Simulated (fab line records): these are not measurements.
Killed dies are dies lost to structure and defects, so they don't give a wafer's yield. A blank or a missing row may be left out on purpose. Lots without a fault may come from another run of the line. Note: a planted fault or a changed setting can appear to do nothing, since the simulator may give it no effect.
Matching of chambers / flow gf180mcu / GF_STI_CMP_25 on cmp-01 has 3 sister chambers
The step polishes, stops on Si3N4, t overpolish 33 s, target thk 524.6 nm. 14 wafers are shown with their chamber, then 4 later ones without.

## EACH WAFER AND ITS CHAMBER
wafer=L455.2; chamber=2; motor-current-A (A)=14.4; time-to-endpoint-s (s)=124
wafer=L455.3; chamber=1; motor-current-A (A)=12.7; time-to-endpoint-s (s)=122
wafer=L455.5; chamber=0; motor-current-A (A)=10.0; time-to-endpoint-s (s)=129
wafer=L456.2; chamber=2; motor-current-A (A)=14.2; time-to-endpoint-s (s)=128
wafer=L456.4; chamber=1; motor-current-A (A)=13.0; time-to-endpoint-s (s)=126
wafer=L456.5; chamber=0; motor-current-A (A)=10.6; time-to-endpoint-s (s)=128
wafer=L458.1; chamber=0; motor-current-A (A)=10.8; time-to-endpoint-s (s)=122
wafer=L458.5; chamber=1; motor-current-A (A)=12.5; time-to-endpoint-s (s)=121
wafer=L458.6; chamber=2; motor-current-A (A)=13.9; time-to-endpoint-s (s)=124
wafer=L460.2; chamber=2; motor-current-A (A)=14.7; time-to-endpoint-s (s)=127
wafer=L460.4; chamber=1; motor-current-A (A)=12.7; time-to-endpoint-s (s)=124
wafer=L466.2; chamber=1; motor-current-A (A)=12.7; time-to-endpoint-s (s)=117
wafer=L466.4; chamber=0; motor-current-A (A)=10.0; time-to-endpoint-s (s)=122
wafer=L466.5; chamber=2; motor-current-A (A)=14.5; time-to-endpoint-s (s)=122

SIGNATURES (means of the wafers above)
reading=motor-current-A; chamber 0=10.350; chamber 1=12.720; chamber 2=14.340; scatter within a chamber=0.303
reading=time-to-endpoint-s; chamber 0=125.25; chamber 1=122.00; chamber 2=125.00; scatter within a chamber=3.2
Rule: a wafer's distance from a chamber is the root of the sum, over the readings, of the square of ((its reading less the chamber's mean) divided by the reading's scatter). The wafer belongs to the nearest chamber; if the next one is less than 2 further off, it can't be placed. The scatter: take each reading less its chamber's mean, square it, sum over the shown wafers, divide by the number of wafers less the number of chambers, and take the root.

## WAFERS WITH NO CHAMBER GIVEN
wafer=L470.1; motor-current-A (A)=10.6; time-to-endpoint-s (s)=116
wafer=L470.4; motor-current-A (A)=11.8; time-to-endpoint-s (s)=111
wafer=L477.5; motor-current-A (A)=10.6; time-to-endpoint-s (s)=116
wafer=L477.6; motor-current-A (A)=12.7; time-to-endpoint-s (s)=112

## EACH ONE'S CHAMBER
wafer=L470.1; from the rows above=0; in truth=0
wafer=L470.4; from the rows above=can't be placed: 1 or 0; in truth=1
wafer=L477.5; from the rows above=0; in truth=0
wafer=L477.6; from the rows above=1; in truth=1
Correctly placed: 3 of 4. From these rows, 1 cannot be placed; in 1 the true chamber is one of the candidates. Wrongly placed: 0.
